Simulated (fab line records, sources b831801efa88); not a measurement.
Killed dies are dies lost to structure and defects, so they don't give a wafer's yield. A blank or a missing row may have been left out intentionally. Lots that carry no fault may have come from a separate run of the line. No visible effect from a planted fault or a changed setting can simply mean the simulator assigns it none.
Which tool did it? | flow gf180mcu | 14 lots, 41 wafers sampled, at 4 steps of a route of 602

WHAT EACH GAUGE READ, for each wafer
GF_MIM_THK_MEAS_06. Usual: MIM_CVD_05_THK typically reads 40.9 nm, with standard deviation 0.57.
lot  | measured     | on            | MIM_CVD_05_THK (nm) | flag
L105 | day 24 16:34 | film_metro-03 | 40.8 40.3 41.3      |
L106 | day 25 04:24 | film_metro-04 | 41.0 40.1 40.0      |
L107 | day 25 15:52 | film_metro-03 | 41.1 41.1 40.5      |
L108 | day 26 03:37 | film_metro-04 | 40.6 40.8 40.8      |
L109 | day 26 05:35 | film_metro-02 | 40.0 40.8 41.5      |
L110 | day 26 09:56 | film_metro-03 | 40.5 41.3 40.7      |
L111 | day 26 18:03 | film_metro-04 | 40.3 41.1 40.9      |
L113 | day 27 04:17 | film_metro-03 | 41.2 41.5 40.9      |
L114 | day 27 23:46 | film_metro-04 | 40.1 41.8 40.9      |
L115 | day 27 21:04 | film_metro-02 | 40.3 40.4 41.5      |
L116 | day 28 05:26 | film_metro-02 | 41.8 40.6 42.2      |
L123 | day 30 01:08 | film_metro-04 | 41.2 41.6 41.4      |
L124 | day 30 11:05 | film_metro-03 | 41.0 41.3 41.0      |
L127 | day 30 21:23 | film_metro-04 | 40.7 41.7           |

GF_MIM_THK_MEAS_11: measures by xrf. Usual: MIM_ALCU_THK typically reads 200.9 nm, with standard deviation 2.1.
lot  | measured     | on            | MIM_ALCU_THK (nm) | flag
L105 | day 24 16:50 | film_metro-04 | 201.7 203.3 201.2 |
L106 | day 25 04:41 | film_metro-03 | 202.3 200.1 198.6 |
L107 | day 25 16:09 | film_metro-02 | 196.6 200.0 197.8 |
L108 | day 26 03:53 | film_metro-03 | 197.2 200.4 200.1 |
L109 | day 26 05:52 | film_metro-04 | 202.2 203.8 200.2 |
L110 | day 26 10:13 | film_metro-02 | 201.0 199.4 199.7 |
L111 | day 26 18:20 | film_metro-03 | 201.7 199.1 200.4 |
L113 | day 27 04:34 | film_metro-04 | 200.8 205.4 203.3 |
L114 | day 28 00:05 | film_metro-04 | 206.4 201.4 203.2 |
L115 | day 27 21:21 | film_metro-04 | 199.6 198.8 202.2 |
L116 | day 28 05:43 | film_metro-04 | 202.1 198.4 204.0 |
L123 | day 30 01:25 | film_metro-03 | 200.1 199.2 200.6 |
L124 | day 30 11:22 | film_metro-03 | 201.4 200.1 204.7 |
L127 | day 30 21:40 | film_metro-02 | 199.7 199.2       |

WHICH TOOL RAN EACH LOT (tool, then ch and the chambers of the sampled wafers, then the start)
lot  | GF_VT_IMPLANT_STRIP_20               | GF_MIM_SPUTTER_09
L105 | plasma_asher-02 ch 0,1, day 6 05:31  | pvd_sputter-04, day 24 16:40
L106 | plasma_asher-01 ch 0,1, day 6 12:17  | pvd_sputter-02, day 25 04:32
L107 | plasma_asher-03 ch 0,1, day 6 18:52  | pvd_sputter-02, day 25 16:00
L108 | plasma_asher-01 ch 0,1, day 7 01:44  | pvd_sputter-04, day 26 03:44
L109 | plasma_asher-02 ch 0,1, day 7 06:13  | pvd_sputter-02, day 26 05:43
L110 | plasma_asher-02 ch 0,1, day 7 13:38  | pvd_sputter-02, day 26 10:04
L111 | plasma_asher-03 ch 0,1, day 7 20:30  | pvd_sputter-02, day 26 18:10
L113 | plasma_asher-03 ch 0,1, day 8 07:29  | pvd_sputter-02, day 27 04:25
L114 | plasma_asher-01 ch 0,1, day 8 15:03  | pvd_sputter-02, day 27 23:52
L115 | plasma_asher-03 ch 0,1, day 8 21:23  | pvd_sputter-02, day 27 21:12
L116 | plasma_asher-02 ch 0,1, day 9 01:07  | pvd_sputter-02, day 28 05:34
L123 | plasma_asher-01 ch 0, day 10 23:08   | pvd_sputter-01, day 30 01:16
L124 | plasma_asher-01 ch 0,1, day 11 03:04 | pvd_sputter-02, day 30 11:13
L127 | plasma_asher-02 ch 1, day 11 22:10   | pvd_sputter-01, day 30 21:31
- GF_VT_IMPLANT_STRIP_20: strips in O2/N2.
- GF_MIM_SPUTTER_09: material TiN, target thk 35 nm, time 29.2 s.

AS READ BY THE TOOLS THEMSELVES (means over the sampled wafers that have a number; for cases with no such wafer, the mark the record gives instead)
GF_VT_IMPLANT_STRIP_20. Usual: drypump_motor_current_A 5.6 A, standard deviation 0.38; heater_power_w 355 W, standard deviation 26; o2_flow_sccm 2998 sccm, standard deviation 9.1; oes_product_au 0.716 a.u., standard deviation 0.0047; strip_time_to_endpoint_s 12.64 s, standard deviation 0.032.
lot  | tool            | drypump_motor_current_A (A) | heater_power_w (W) | o2_flow_sccm (sccm) | oes_product_au (a.u.) | strip_time_to_endpoint_s (s) | flag
L105 | plasma_asher-02 | 5.3                         | 343                | 2996                | 0.720                 | 12.66                        |
L106 | plasma_asher-01 | 5.7                         | 357                | 2995                | 0.719                 | 12.66                        |
L107 | plasma_asher-03 | 6.1                         | 391                | 2997                | 0.713                 | 12.64                        |
L108 | plasma_asher-01 | 5.7                         | 351                | 3002                | 0.715                 | 12.65                        |
L109 | plasma_asher-02 | 5.3                         | 344                | 2991                | 0.716                 | 12.66                        |
L110 | plasma_asher-02 | 5.3                         | 342                | 2991                | 0.715                 | 12.64                        |
L111 | plasma_asher-03 | 5.9                         | 387                | 3004                | 0.721                 | 12.64                        |
L113 | plasma_asher-03 | 6.2                         | 386                | 2996                | 0.712                 | 12.62                        |
L114 | plasma_asher-01 | 5.5                         | 341                | 2992                | 0.716                 | 12.67                        |
L115 | plasma_asher-03 | 6.1                         | 392                | 2997                | 0.715                 | 12.63                        |
L116 | plasma_asher-02 | 5.3                         | 343                | 2996                | 0.716                 | 12.68                        |
L123 | plasma_asher-01 | 5.8                         | 364                | 3004                | 0.721                 | 12.65                        |
L124 | plasma_asher-01 | 5.7                         | 356                | 3001                | 0.711                 | 12.62                        |
L127 | plasma_asher-02 | 5.4                         | 358                | 2992                | 0.718                 | 12.60                        |

GF_MIM_SPUTTER_09. Usual: throttle_valve_pct 30.5 %, standard deviation 1.2.
lot  | tool           | throttle_valve_pct (%) | flag
L105 | pvd_sputter-04 | 29.1                   |
L106 | pvd_sputter-02 | 30.9                   |
L107 | pvd_sputter-02 | 31.6                   |
L108 | pvd_sputter-04 | 28.7                   |
L109 | pvd_sputter-02 | 31.6                   |
L110 | pvd_sputter-02 | 31.8                   |
L111 | pvd_sputter-02 | 31.4                   |
L113 | pvd_sputter-02 | 31.6                   |
L114 | pvd_sputter-02 | 30.8                   |
L115 | pvd_sputter-02 | 31.2                   |
L116 | pvd_sputter-02 | 31.5                   |
L123 | pvd_sputter-01 | 30.2                   |
L124 | pvd_sputter-02 | 31.2                   |
L127 | pvd_sputter-01 | 29.1                   |

THE ANSWER, worked out from the rows above alone
Rule: lot off if the mean of its wafers having a number is beyond 3 standard deviations from the usual mean. Also off: a lot with no number at a reading for which 4 or more lots have one. Where the step has rows for the other lots, those lots are counted as sound. First the gauges in route order, then the tools' own readings, where a lot's mean is used as printed above. At the first step where some lot is off, the reading lying furthest off is the one used; lots without a number count as furthest.
Nothing can be told from this: no lot is off at any reading shown.

WHAT THE SIMULATOR PUT IN
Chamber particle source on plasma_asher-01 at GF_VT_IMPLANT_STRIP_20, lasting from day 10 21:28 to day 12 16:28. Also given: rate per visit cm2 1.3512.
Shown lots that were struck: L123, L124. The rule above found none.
